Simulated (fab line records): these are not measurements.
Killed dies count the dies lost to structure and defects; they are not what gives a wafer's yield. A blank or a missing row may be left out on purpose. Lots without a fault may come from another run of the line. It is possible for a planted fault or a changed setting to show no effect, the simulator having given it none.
fab line records | flow gf180mcu | part 2 of 2: steps 31 to 40 of 40
record lots=5 | wafers=15 | lastDay=33
route steps=602 shown VT_IMPLANT@133 MVSD@136 NWELL@137 LVPWELL@138 MVPSD@139 DUAL_GATE@141 POLY_GATE@157
lots that met no fault: from a run of the same line without faults
startH: start of the lot's first displayed wafer, in hours after the record's first day | waitH: hours from the lot's prior step to this one | " same as the row above | L1.1+2: one row covering several wafers at once | - either no value or no given start | * or withheld: withheld | < > ~ a bound
route shown NAME@n: NAME is a module with steps in the file, n the number in the route of the first one | usual: the fault-free wafers' mean and standard deviation | same: alike in all rows | chamber/n: place in a boat | sites: per-site readings | _std_site: the standard deviation of these | _edge_site: mean of outer sites minus mean of inner sites | radiusMm: how far each site lies from the wafer's centre | mask NAME#n: copy n | behind: the last tool/chamber to shape the wafer | hold: why the lot went on hold/how many hours it stayed there/how the hold came to an end | device: names the non-switching transistor (n, p or np) | end of line: tests run on the same wafers once the route is complete | a step with no rows: only its recipe | killed: not the wafer's yield, but the dies lost to structure and defects at the first sort | map: the dies of a wafer, with x for killed, . for not killed, _ for no die there
set.NAME: the setting as run; set.NAME@STEP: as run at that earlier step | model.NAME: the simulator's own value behind a step, which no gauge read
lots at some steps of the route; a table a step, a row a wafer
services: from which hour (startH, from the record's first day; less than 0 if before it) a tool's chamber was out of use, for how many hours, and why
## steps
# step GF_POLY_GATE_SOFTBAKE_06
# recipe tempC=130 | timeS=60 | resist=KrF
# usual heaterPowerTotalW=93.05/0.064
lot.wafer | tool          | chamber | startH | waitH | heaterPowerTotalW
L079.2    | lithoTrack-01 | 0       | -      | -     | 92.97
L079.4    | "             | 0       | "      | "     | 93.11
L079.5    | "             | 0       | "      | "     | 92.98
L082.2    | lithoTrack-02 | 0       | -      | -     | 93.11
L082.3    | "             | 0       | "      | "     | 93.01
L082.5    | "             | 0       | "      | "     | 93.09
L084.3    | lithoTrack-02 | 0       | -      | -     | 93.06
L084.4    | "             | 0       | "      | "     | 93.05
L084.6    | "             | 0       | "      | "     | 93.03
L092.3    | lithoTrack-02 | 0       | -      | -     | 93.03
L092.5    | "             | 0       | "      | "     | 93.00
L092.6    | "             | 0       | "      | "     | 93.02
L094.2    | lithoTrack-02 | 0       | -      | -     | 93.01
L094.4    | "             | 0       | "      | "     | 93.09
L094.5    | "             | 0       | "      | "     | 93.10
# step GF_POLY_GATE_EXPOSE_07
# recipe maskId=Poly2 | targetCdNm=280 | na=0.68 | sourceShape=conventional | sigmaOuter=0.6 | doseMj=28
lot.wafer  | tool          | chamber | startH | waitH | mask
L079.2+4+5 | krfScanner-02 | 0       | -      | -     | Poly2#0
L082.2+3+5 | krfScanner-02 | 0       | -      | -     | Poly2#0
L084.3+4+6 | krfScanner-01 | 0       | -      | -     | Poly2#0
L092.3+5+6 | krfScanner-01 | 0       | -      | -     | Poly2#0
L094.2+4+5 | krfScanner-01 | 0       | -      | -     | Poly2#0
# step GF_POLY_GATE_PEB_08
# recipe pebTempC=135 | pebTimeS=90 | resist=KrF
# usual heaterPowerTotalW=85.71/0.079
lot.wafer | tool          | chamber | startH | waitH | heaterPowerTotalW
L079.2    | lithoTrack-03 | 0       | -      | -     | 85.73
L079.4    | "             | 0       | "      | "     | 85.79
L079.5    | "             | 0       | "      | "     | 85.61
L082.2    | lithoTrack-03 | 0       | -      | -     | 85.72
L082.3    | "             | 0       | "      | "     | 85.73
L082.5    | "             | 0       | "      | "     | 85.81
L084.3    | lithoTrack-02 | 0       | -      | -     | 85.65
L084.4    | "             | 0       | "      | "     | 85.80
L084.6    | "             | 0       | "      | "     | 85.70
L092.3    | lithoTrack-02 | 0       | -      | -     | 85.59
L092.5    | "             | 0       | "      | "     | 85.80
L092.6    | "             | 0       | "      | "     | 85.80
L094.2    | lithoTrack-02 | 0       | -      | -     | 85.70
L094.4    | "             | 0       | "      | "     | 85.66
L094.5    | "             | 0       | "      | "     | 85.80
# step GF_POLY_GATE_DEVELOP_09
# recipe developTimeS=60 | resist=KrF | devTempC=21
lot.wafer  | tool          | chamber | startH | waitH
L079.2+4+5 | lithoTrack-03 | 0       | 234.46 | 0.2
L082.2+3+5 | lithoTrack-03 | 0       | 251.11 | 0.2
L084.3+4+6 | lithoTrack-02 | 0       | 269.89 | 0.1
L092.3+5+6 | lithoTrack-02 | 0       | 321.99 | 0.1
L094.2+4+5 | lithoTrack-02 | 0       | 341.76 | 0.2
# step GF_POLY_GATE_CD_MEAS_10
# recipe targetCdNm=280
# usual cdNm=279.8/1.4
lot.wafer | tool     | chamber | startH | waitH | cdNm
L079.2    | cdSem-01 | -       | 234.61 | 0.1   | 280.4
L079.4    | "        | -       | "      | "     | 279.1
L079.5    | "        | -       | "      | "     | 279.8
L082.2    | cdSem-01 | -       | 251.25 | 0.1   | 278.3
L082.3    | "        | -       | "      | "     | 279.2
L082.5    | "        | -       | "      | "     | 277.9
L084.3    | cdSem-01 | -       | 270.03 | 0.1   | 278.8
L084.4    | "        | -       | "      | "     | 278.6
L084.6    | "        | -       | "      | "     | 278.5
L092.3    | cdSem-01 | -       | 322.13 | 0.1   | 282.3
L092.5    | "        | -       | "      | "     | 280.8
L092.6    | "        | -       | "      | "     | 281.2
L094.2    | cdSem-02 | -       | 341.90 | 0.1   | 280.1
L094.4    | "        | -       | "      | "     | 280.9
L094.5    | "        | -       | "      | "     | 279.9
# step GF_POLY_GATE_OVL_MEAS_11
# usual POLY_GATE_OVL=-3/5.1
lot.wafer | tool       | chamber | startH | waitH | POLY_GATE_OVL[nm]
L079.2    | overlay-01 | -       | 234.71 | 0.1   | 1
L079.4    | "          | -       | "      | "     | -2
L079.5    | "          | -       | "      | "     | -7
L082.2    | overlay-01 | -       | 251.36 | 0.1   | -1
L082.3    | "          | -       | "      | "     | 5
L082.5    | "          | -       | "      | "     | -5
L084.3    | overlay-02 | -       | 270.12 | 0.1   | 4
L084.4    | "          | -       | "      | "     | 6
L084.6    | "          | -       | "      | "     | 5
L092.3    | overlay-02 | -       | 322.22 | 0.1   | 0
L092.5    | "          | -       | "      | "     | -4
L092.6    | "          | -       | "      | "     | -7
L094.2    | overlay-02 | -       | 342.01 | 0.1   | 2
L094.4    | "          | -       | "      | "     | 1
L094.5    | "          | -       | "      | "     | 4
# step GF_POLY_GATE_ETCH_12
# recipe chemistry=N2/H2 | targetDepthA=withheld | overetchA=withheld | timeS=withheld | target=BARC | ionEnergyEv=200 | sourceW=500 | biasW=100 | pressureMtorr=30 | n2FlowSccm=100 | h2FlowSccm=200
# usual drypumpMotorCurrentA=5.5/0.41 | oesProductAu=0.736/0.0052 | throttleValvePct=13.215/0.0085
lot.wafer | tool       | chamber | startH | waitH | drypumpMotorCurrentA | oesProductAu | throttleValvePct
L079.2    | rieDiel-02 | 0       | 234.74 | 0.0   | 5.8                  | 0.744        | 13.203
L079.4    | "          | 1       | "      | "     | 5.6                  | 0.734        | 13.208
L079.5    | "          | 2       | "      | "     | 4.9                  | 0.741        | 13.216
L082.2    | rieDiel-02 | 0       | 251.39 | 0.0   | 5.9                  | 0.731        | 13.210
L082.3    | "          | 1       | "      | "     | 5.6                  | 0.733        | 13.221
L082.5    | "          | 2       | "      | "     | 4.9                  | 0.730        | 13.199
L084.3    | rieDiel-01 | 3       | 270.14 | 0.0   | 6.1                  | 0.731        | 13.211
L084.4    | "          | 1       | "      | "     | 5.8                  | 0.743        | 13.219
L084.6    | "          | 3       | "      | "     | 6.0                  | 0.735        | 13.229
L092.3    | rieDiel-02 | 0       | 322.24 | 0.0   | 5.8                  | 0.734        | 13.224
L092.5    | "          | 1       | "      | "     | 5.6                  | 0.734        | 13.224
L092.6    | "          | 2       | "      | "     | 4.9                  | 0.734        | 13.208
L094.2    | rieDiel-03 | 0       | 342.04 | 0.0   | 5.5                  | 0.733        | 13.215
L094.4    | "          | 3       | "      | "     | 5.5                  | 0.740        | 13.241
L094.5    | "          | 0       | "      | "     | 5.5                  | 0.736        | 13.220
# step GF_POLY_GATE_ETCH_13
# recipe target=poly-Si | targetDepthNm=198.5 | stopOn=SiO2 | overEtchFrac=0.403 | chemistry=HBr/Cl2 | icpW=400 | biasW=100 | pressureMtorr=10 | HBr_flow_sccm=150 | Cl2_flow_sccm=50 | timeS=69.6
# usual drypumpMotorCurrentA=5.7/0.36 | oesProductAu=0.994/0.0093 | throttleValvePct=33.684/0.0091
lot.wafer | tool     | chamber | startH | waitH | drypumpMotorCurrentA | oesProductAu | rfHoursCounterH | throttleValvePct
L079.2    | rieSi-01 | 1       | 234.79 | -     | 5.3                  | 1.011        | 5               | 33.680
L079.4    | "        | 2       | "      | "     | 5.6                  | 0.985        | 1               | 33.672
L079.5    | "        | 0       | "      | "     | 6.3                  | 0.999        | -               | 33.691
L082.2    | rieSi-01 | 1       | 251.44 | -     | 5.4                  | 0.998        | 5               | 33.687
L082.3    | "        | 2       | "      | "     | 5.6                  | 0.977        | 1               | 33.681
L082.5    | "        | 2       | "      | "     | 5.6                  | 0.995        | -               | 33.678
L084.3    | rieSi-02 | 1       | 270.19 | -     | 6.2                  | 0.986        | 0               | 33.688
L084.4    | "        | 0       | "      | "     | 5.3                  | 1.005        | 5               | 33.682
L084.6    | "        | 2       | "      | "     | 5.2                  | 1.001        | -               | 33.671
L092.3    | rieSi-01 | 2       | 322.29 | -     | 5.5                  | 0.982        | 2               | 33.663
L092.5    | "        | 3       | "      | "     | 6.0                  | 1.010        | -               | 33.695
L092.6    | "        | 2       | "      | "     | 5.5                  | 0.983        | -               | 33.667
L094.2    | rieSi-01 | 3       | 342.09 | -     | 5.9                  | 0.988        | 62              | 33.685
L094.4    | "        | 2       | "      | "     | 5.6                  | 0.987        | 2               | 33.691
L094.5    | "        | 3       | "      | "     | 6.0                  | 1.004        | -               | 33.691
# step GF_POLY_GATE_STRIP_14
# recipe chemistry=O2/N2 | powerW=1400 | pressureMtorr=1500 | platenTempC=250 | o2FlowSccm=3000 | n2FlowSccm=300 | overashFraction=0.5
# usual drypumpMotorCurrentA=5.6/0.43 | heaterPowerW=325/20 | oesProductAu=0.505/0.0049
lot.wafer | tool           | chamber | startH | waitH | drypumpMotorCurrentA | heaterPowerW | oesProductAu | rfHoursCounterH
L079.2    | plasmaAsher-01 | 1       | 234.85 | 0.0   | 6.0                  | 352          | 0.494        | 12
L079.4    | "              | 1       | "      | "     | 6.0                  | 344          | 0.505        | -
L079.5    | "              | 0       | "      | "     | 5.8                  | 310          | 0.507        | -
L082.2    | plasmaAsher-02 | 1       | 251.50 | 0.0   | 5.2                  | 313          | 0.505        | 44
L082.3    | "              | 1       | "      | "     | 5.2                  | 306          | 0.506        | -
L082.5    | "              | 1       | "      | "     | 5.2                  | 309          | 0.496        | -
L084.3    | plasmaAsher-01 | 1       | 270.28 | 0.1   | 6.0                  | 349          | 0.504        | -
L084.4    | "              | 0       | "      | "     | 5.8                  | 312          | 0.497        | -
L084.6    | "              | 1       | "      | "     | 6.0                  | 348          | 0.504        | -
L092.3    | plasmaAsher-01 | 0       | 322.38 | 0.1   | 5.8                  | 305          | 0.501        | -
L092.5    | "              | 1       | "      | "     | 6.0                  | 352          | 0.500        | -
L092.6    | "              | 0       | "      | "     | 5.8                  | 306          | 0.509        | -
L094.2    | plasmaAsher-03 | 0       | 342.15 | 0.0   | 6.5                  | 307          | 0.510        | 72
L094.4    | "              | 1       | "      | "     | 5.4                  | 364          | 0.515        | -
L094.5    | "              | 0       | "      | "     | 6.5                  | 309          | 0.502        | -
# step GF_POLY_GATE_CLEAN_15
# recipe chemistry=SC1/SC2 | mix=1:4:20 | tempC=70 | timeS=150 | dry=n2Spin
lot.wafer  | tool        | chamber | startH | waitH
L079.2+4+5 | wetBench-04 | 0       | 234.95 | 0.1
L082.2+3+5 | wetBench-01 | 1       | 251.60 | 0.1
L084.3+4+6 | wetBench-04 | 1       | 270.35 | 0.0
L092.3+5+6 | wetBench-03 | 3       | 322.45 | 0.0
L094.2+4+5 | wetBench-04 | 0       | 342.25 | 0.1
## services
tool            | chamber | startH | hours | kind
rieDiel-02      | 3       | 172.21 | 4.5   | repair
ilineStepper-01 | -       | 183.18 | 1.7   | pm
furnace-02      | -       | 184.06 | 10.3  | pm
rieDiel-02      | -       | 191.79 | 0.5   | repair
ilineStepper-01 | -       | 195.98 | 5.8   | repair
plasmaAsher-02  | -       | 208.53 | 2.8   | pm
furnace-02      | -       | 221.67 | 2.9   | pm
rieDiel-02      | -       | 223.20 | 2.4   | repair
furnace-02      | -       | 231.92 | 2.5   | pm
wetBench-02     | -       | 233.68 | 40.7  | pm
rieSi-01        | -       | 233.88 | 0.6   | repair
furnace-01      | -       | 242.31 | 12.9  | pm
krfScanner-01   | -       | 257.06 | 4.0   | pm
rieDiel-02      | 2       | 261.47 | 6.6   | repair
krfScanner-01   | -       | 262.90 | 1.0   | pm
krfScanner-01   | -       | 273.09 | 1.3   | pm
ilineStepper-01 | -       | 274.75 | 4.4   | pm
plasmaAsher-01  | -       | 279.73 | 0.6   | repair
rieSi-01        | -       | 283.39 | 2.8   | pm
furnace-01      | -       | 289.99 | 4.1   | pm
krfScanner-01   | -       | 293.32 | 0.8   | pm
krfScanner-01   | -       | 318.07 | 4.4   | pm
furnace-02      | -       | 319.68 | 3.5   | pm
plasmaAsher-02  | -       | 332.62 | 8.7   | repair
